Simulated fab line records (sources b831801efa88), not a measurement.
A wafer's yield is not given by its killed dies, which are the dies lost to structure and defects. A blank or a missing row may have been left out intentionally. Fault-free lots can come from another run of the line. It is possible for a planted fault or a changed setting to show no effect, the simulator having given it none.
Which tool is to blame?	flow gf180mcu	Sampling: 24 lots, 72 wafers, 6 of 602 route steps

== WHAT EACH GAUGE READ, for each wafer ==
GF_CONTACT_OVL_MEAS_15. Usual: CONTACT_OVL typically reads 2 nm, with standard deviation 4.7.
lot	measured	on	CONTACT_OVL (nm)	flag
L074	day 16 08:05	overlay-02	-5 -1 5	
L075	day 16 14:02	overlay-01	-3 -8 -5	
L076	day 17 01:47	overlay-02	10 8 2	
L077	day 17 04:50	overlay-02	5 0 -6	
L079	day 17 23:41	overlay-02	5 -10 4	
L078	day 18 03:26	overlay-02	-3 2 9	
L080	day 18 08:20	overlay-02	0 0 -2	
L081	day 18 17:50	overlay-02	4 8 6	
L082	day 19 01:25	overlay-01	3 8 2	
L083	day 19 19:19	overlay-02	5 -2 5	
L084	day 20 03:28	overlay-01	0 -1 -5	
L085	day 20 12:34	overlay-02	3 7 14	
L086	day 20 15:08	overlay-02	3 -1 3	
L087	day 21 07:17	overlay-02	2 3 3	
L088	day 21 16:02	overlay-02	-3 -9 -4	
L089	day 22 01:22	overlay-02	5 9 8	
L090	day 22 01:32	overlay-01	-2 -2 -3	
L091	day 22 12:32	overlay-02	7 2 1	
L092	day 22 20:33	overlay-01	6 1 12	
L093	day 23 03:02	overlay-01	7 4 3	
L094	day 23 15:17	overlay-01	-3 1 2	
L095	day 23 16:26	overlay-01	12 4 7	
L096	day 24 02:29	overlay-02	-3 2 4	
L097	day 24 06:25	overlay-01	-2 -3 8	

GF_V1_THK_MEAS_25: measures by xrf. Usual: V1_W_THK typically reads 352 nm, with standard deviation 9.9.
lot	measured	on	V1_W_THK (nm)	flag
L074	day 18 09:59	film-metro-01	341 339 339	
L075	day 18 16:09	film-metro-01	347 344 359	
L076	day 19 05:40	film-metro-01	363 352 358	
L077	day 19 07:42	film-metro-01	361 345 365	
L079	day 20 04:59	film-metro-01	358 359 337	
L078	day 20 08:40	film-metro-01	347 349 355	
L080	day 20 13:09	film-metro-03	355 360 358	
L081	day 20 21:55	film-metro-03	355 359 352	
L082	day 21 05:58	film-metro-01	357 364 336	
L083	day 21 23:50	film-metro-04	341 337 362	
L084	day 22 06:34	film-metro-04	368 340 341	
L085	day 22 15:58	film-metro-04	343 369 343	
L086	day 22 18:59	film-metro-03	343 343 365	
L087	day 23 09:49	film-metro-01	361 358 357	
L088	day 23 18:23	film-metro-03	342 344 373	
L089	day 24 03:07	film-metro-01	332 331 335	
L090	day 24 03:47	film-metro-04	342 361 346	
L091	day 24 14:34	film-metro-03	351 345 348	
L092	day 24 21:54	film-metro-04	346 365 367	
L093	day 25 03:34	film-metro-01	348 349 355	
L094	day 25 16:26	film-metro-03	347 365 375	
L095	day 25 16:46	film-metro-01	345 349 348	
L096	day 26 01:53	film-metro-01	353 349 348	
L097	day 26 04:59	film-metro-01	354 346 355	

GF_M2_CD_MEAS_14: target cd 280 nm. Usual: 280.2 nm for cd-nm, sd 1.3.
lot	measured	on	cd-nm (nm)	flag
L074	day 19 10:58	cd-sem-01	282.6 282.7 283.7	
L075	day 19 17:09	cd-sem-02	279.5 280.5 279.5	
L076	day 20 06:34	cd-sem-02	280.0 279.7 279.5	
L077	day 20 08:50	cd-sem-02	279.9 281.7 281.3	
L079	day 21 06:05	cd-sem-01	279.2 279.7 278.8	
L078	day 21 09:34	cd-sem-01	279.1 280.2 279.9	
L080	day 21 13:56	cd-sem-01	282.0 280.9 280.7	
L081	day 22 02:35	cd-sem-01	278.1 279.2 277.5	
L082	day 22 05:46	cd-sem-02	282.6 282.9 280.5	
L083	day 23 00:05	cd-sem-01	281.2 280.2 281.2	
L084	day 23 06:02	cd-sem-01	280.6 279.7 279.1	
L085	day 23 14:30	cd-sem-02	278.0 278.8 278.0	
L086	day 23 18:13	cd-sem-02	280.0 280.6 280.2	
L087	day 24 08:58	cd-sem-01	280.4 281.3 279.8	
L088	day 24 17:34	cd-sem-02	277.7 278.2 278.8	
L089	day 25 01:35	cd-sem-01	280.2 279.5 280.7	
L090	day 25 02:42	cd-sem-01	279.9 279.4 278.9	
L091	day 25 13:18	cd-sem-01	280.7 279.2 279.9	
L092	day 25 20:13	cd-sem-01	279.4 280.2 279.8	
L093	day 26 02:10	cd-sem-02	279.4 279.8 278.5	
L094	day 26 13:34	cd-sem-02	281.4 282.3 281.9	
L095	day 26 13:56	cd-sem-01	280.6 279.7 281.0	
L096	day 26 23:05	cd-sem-01	281.5 281.8 281.2	
L097	day 27 02:17	cd-sem-01	280.8 279.9 279.5	

GF_V2_THK_MEAS_01. Usual: V2_CVD_00_THK typically reads 602 nm, with standard deviation 8.6.
lot	measured	on	V2_CVD_00_THK (nm)	flag
L074	day 19 11:58	film-metro-03	615 607 611	
L075	day 19 18:08	film-metro-04	593 606 610	
L076	day 20 07:34	film-metro-02	594 610 601	
L077	day 20 09:43	film-metro-03	599 592 609	
L079	day 21 06:56	film-metro-02	596 604 604	
L078	day 21 10:26	film-metro-03	607 612 615	
L080	day 21 14:47	film-metro-02	599 610 594	
L081	day 22 03:29	film-metro-02	598 600 607	
L082	day 22 06:40	film-metro-03	607 606 613	
L083	day 23 00:58	film-metro-03	601 600 608	
L084	day 23 06:53	film-metro-02	602 601 605	
L085	day 23 15:23	film-metro-03	609 598 606	
L086	day 23 19:05	film-metro-04	596 608 600	
L087	day 24 09:53	film-metro-04	603 600 603	
L088	day 24 18:34	film-metro-02	612 601 592	
L089	day 25 02:51	film-metro-04	587 608 601	
L090	day 25 03:59	film-metro-03	607 606 600	
L091	day 25 14:13	film-metro-04	593 595 614	
L092	day 25 21:25	film-metro-04	588 602 584	
L093	day 26 03:01	film-metro-03	612 599 611	
L094	day 26 14:35	film-metro-02	613 622 620	
L095	day 26 14:55	film-metro-02	607 590 589	
L096	day 26 23:58	film-metro-03	585 603 589	
L097	day 27 03:08	film-metro-04	595 588 588	

== TOOL THAT RAN EACH LOT (tool first, then ch and the chambers of the sampled wafers, then the start) ==
lot	GF_V1_SPUTTER_22	GF_M2_SPUTTER_00
L074	pvd-sputter-01, day 18 09:35	pvd-sputter-02, day 18 10:20
L075	pvd-sputter-01, day 18 15:52	pvd-sputter-04, day 18 16:30
L076	pvd-sputter-01, day 19 05:22	pvd-sputter-03, day 19 06:00
L077	pvd-sputter-04, day 19 07:26	pvd-sputter-04, day 19 08:04
L079	pvd-sputter-02, day 20 04:41	pvd-sputter-02, day 20 05:19
L078	pvd-sputter-02, day 20 08:24	pvd-sputter-03, day 20 09:02
L080	pvd-sputter-01, day 20 12:52	pvd-sputter-04, day 20 13:30
L081	pvd-sputter-01, day 20 21:38	pvd-sputter-02, day 20 22:16
L082	pvd-sputter-02, day 21 05:41	pvd-sputter-03, day 21 06:19
L083	pvd-sputter-01, day 21 23:34	pvd-sputter-04, day 22 00:11
L084	pvd-sputter-04, day 22 06:17	pvd-sputter-02, day 22 06:55
L085	pvd-sputter-02, day 22 15:40	pvd-sputter-02, day 22 16:18
L086	pvd-sputter-02, day 22 18:43	pvd-sputter-03, day 22 19:20
L087	pvd-sputter-02, day 23 09:32	pvd-sputter-02, day 23 10:10
L088	pvd-sputter-01, day 23 18:07	pvd-sputter-04, day 23 18:45
L089	pvd-sputter-02, day 24 02:50	pvd-sputter-02, day 24 03:28
L090	pvd-sputter-04, day 24 03:31	pvd-sputter-04, day 24 04:08
L091	pvd-sputter-01, day 24 14:17	pvd-sputter-02, day 24 14:55
L092	pvd-sputter-02, day 24 21:37	pvd-sputter-04, day 24 22:46
L093	pvd-sputter-01, day 25 03:16	pvd-sputter-02, day 25 03:53
L094	pvd-sputter-02, day 25 16:10	pvd-sputter-03, day 25 16:47
L095	pvd-sputter-01, day 25 16:29	pvd-sputter-04, day 25 17:07
L096	pvd-sputter-02, day 26 01:36	pvd-sputter-02, day 26 02:14
L097	pvd-sputter-01, day 26 04:43	pvd-sputter-03, day 26 05:20
- GF_V1_SPUTTER_22: material TiN, target thk 10 nm, time 40 s.
- GF_M2_SPUTTER_00: material Ti, target thk 37.5 nm, time 150 s.

== WHAT THE TOOLS THEMSELVES READ (means of the sampled wafers that have a number; where no wafer has one, the mark that the record gives instead) ==
GF_V1_SPUTTER_22. Usual: 29.8 % for throttle-valve-pct, sd 0.87.
lot	tool	throttle-valve-pct (%)	flag
L074	pvd-sputter-01	29.9	
L075	pvd-sputter-01	30.5	
L076	pvd-sputter-01	30.3	
L077	pvd-sputter-04	29.1	
L079	pvd-sputter-02	29.2	
L078	pvd-sputter-02	29.5	
L080	pvd-sputter-01	30.1	
L081	pvd-sputter-01	30.0	
L082	pvd-sputter-02	29.0	
L083	pvd-sputter-01	30.6	
L084	pvd-sputter-04	29.8	
L085	pvd-sputter-02	29.4	
L086	pvd-sputter-02	29.2	
L087	pvd-sputter-02	29.7	
L088	pvd-sputter-01	30.4	
L089	pvd-sputter-02	29.6	
L090	pvd-sputter-04	29.8	
L091	pvd-sputter-01	30.4	
L092	pvd-sputter-02	29.2	
L093	pvd-sputter-01	29.7	
L094	pvd-sputter-02	29.7	
L095	pvd-sputter-01	30.2	
L096	pvd-sputter-02	29.7	
L097	pvd-sputter-01	30.0	

GF_M2_SPUTTER_00. Usual: 29.5 % for throttle-valve-pct, sd 0.87.
lot	tool	throttle-valve-pct (%)	flag
L074	pvd-sputter-02	28.7	
L075	pvd-sputter-04	29.4	
L076	pvd-sputter-03	30.1	
L077	pvd-sputter-04	29.3	
L079	pvd-sputter-02	29.4	
L078	pvd-sputter-03	29.8	
L080	pvd-sputter-04	29.5	
L081	pvd-sputter-02	28.8	
L082	pvd-sputter-03	29.9	
L083	pvd-sputter-04	29.4	
L084	pvd-sputter-02	29.6	
L085	pvd-sputter-02	30.3	
L086	pvd-sputter-03	31.0	
L087	pvd-sputter-02	30.0	
L088	pvd-sputter-04	28.9	
L089	pvd-sputter-02	29.4	
L090	pvd-sputter-04	29.6	
L091	pvd-sputter-02	28.9	
L092	pvd-sputter-04	28.9	
L093	pvd-sputter-02	29.3	
L094	pvd-sputter-03	30.0	
L095	pvd-sputter-04	29.0	
L096	pvd-sputter-02	29.2	
L097	pvd-sputter-03	29.5	

== THE ANSWER, worked out from the rows above alone ==
Rule: lot off if the mean of its wafers having a number is beyond 3 standard deviations from the usual mean. A lot without any number at a reading at which 4 lots or more have one is off too. Where the step has rows for the other lots, those lots are counted as sound. After the gauges, taken in route order, come the tools' own readings; for these a lot's mean is taken, as printed above. The first step at which some lot is off is used, and at that step the reading that is off furthest; a lot without a number counts as furthest.
None of the lots is off at any reading shown; this tells nothing.

== WHAT THE SIMULATOR HAD PUT IN ==
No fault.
